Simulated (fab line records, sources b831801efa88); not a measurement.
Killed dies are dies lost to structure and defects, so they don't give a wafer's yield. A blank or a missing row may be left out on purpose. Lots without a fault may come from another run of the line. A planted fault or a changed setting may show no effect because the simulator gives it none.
Which tool did it? | flow sky130 | 6 lots, 16 wafers sampled, at 5 steps of a route of 708

WHAT THE GAUGES READ, wafer by wafer
SKY_PASSIVATION_THK_MEAS_03.
lot  | measured     | on            | PASSIVATION_CVD_02_THK (nm)
L316 | day 46 10:03 | film_metro-04 | 536 542 554
L319 | day 47 00:41 | film_metro-01 | 534 539 541
L321 | day 47 10:04 | film_metro-04 | 537 534 532
L324 | day 47 22:35 | film_metro-03 | 604
L327 | day 48 23:52 | film_metro-04 | 533 533 543
L330 | day 49 05:55 | film_metro-01 | 539 537 549

WHICH TOOL RAN EACH LOT (tool, then ch and the chambers of the sampled wafers, then the start)
lot  | SKY_METAL4_STRIP_19                  | SKY_METAL5_METAL_ETCH_15          | SKY_PASSIVATION_CVD_00          | SKY_PASSIVATION_CVD_02
L316 | plasma_asher-03 ch 0,1, day 44 12:51 | rie_metal-02 ch 0,1, day 46 08:54 | pecvd-04 ch 0,1, day 46 09:44   | pecvd-01 ch 0,2, day 46 09:49
L319 | plasma_asher-02 ch 1, day 45 03:06   | rie_metal-03 ch 0,1, day 46 23:30 | pecvd-02 ch 1,2, day 47 00:22   | pecvd-04 ch 0,1, day 47 00:27
L321 | plasma_asher-03 ch 0,1, day 45 12:42 | rie_metal-03 ch 0,1, day 47 08:53 | pecvd-04 ch 0,2, day 47 09:46   | pecvd-02 ch 0,1,2, day 47 09:50
L324 | plasma_asher-03 ch 0, day 46 02:25   | rie_metal-03 ch 1, day 47 21:13   | pecvd-02 ch 0, day 47 22:14     | pecvd-04 ch 0, day 47 22:25
L327 | plasma_asher-02 ch 0,1, day 47 05:50 | rie_metal-01 ch 1, day 48 22:29   | pecvd-02 ch 0,1,2, day 48 23:33 | pecvd-01 ch 0,1, day 48 23:38
L330 | plasma_asher-02 ch 0,1, day 47 11:36 | rie_metal-02 ch 0,1, day 49 04:41 | pecvd-02 ch 0,1,2, day 49 05:37 | pecvd-01 ch 0,1, day 49 05:41
- SKY_METAL4_STRIP_19: strips in O2/N2.
- SKY_METAL5_METAL_ETCH_15: etches the open film in Cl2/BCl3, stops on SiO2, target depth 1260 nm, time 252 s.
- SKY_PASSIVATION_CVD_00: deposits SiO2, target thk 90 nm.
- SKY_PASSIVATION_CVD_02: deposits Si3N4, target thk 540 nm.

THE ANSWER, worked out from the rows above alone
Rule: what is usual is taken from the lots themselves. Put in order of their means at a reading, lots are off if they are a third of the lots or fewer, leave a main group of 4 or more, and stand apart from it by a gap of 3 or more times the standard deviation of the main group's means; of several such gaps the widest counts. A main group whose means are all the same, to the digits that the tables above print for the reading, isn't used. A lot without any number at a reading at which 4 lots or more have one is off too. The other lots that the step has rows for count as sound.
Off: L324, at SKY_PASSIVATION_THK_MEAS_03 (PASSIVATION_CVD_02_THK). The main group: mean 539 nm, standard deviation 3.5.
A tool fits if, at a process step before that reading, it ran every lot that is off, and no sound lot after the first of them. The gauges at SKY_PASSIVATION_THK_MEAS_03 are tried like those tools. Can't be told from this: 4 tools fit, plasma_asher-03 at SKY_METAL4_STRIP_19, rie_metal-03 at SKY_METAL5_METAL_ETCH_15, pecvd-04 at SKY_PASSIVATION_CVD_02, film_metro-03 at SKY_PASSIVATION_THK_MEAS_03.

WHAT THE SIMULATOR HAD PUT IN
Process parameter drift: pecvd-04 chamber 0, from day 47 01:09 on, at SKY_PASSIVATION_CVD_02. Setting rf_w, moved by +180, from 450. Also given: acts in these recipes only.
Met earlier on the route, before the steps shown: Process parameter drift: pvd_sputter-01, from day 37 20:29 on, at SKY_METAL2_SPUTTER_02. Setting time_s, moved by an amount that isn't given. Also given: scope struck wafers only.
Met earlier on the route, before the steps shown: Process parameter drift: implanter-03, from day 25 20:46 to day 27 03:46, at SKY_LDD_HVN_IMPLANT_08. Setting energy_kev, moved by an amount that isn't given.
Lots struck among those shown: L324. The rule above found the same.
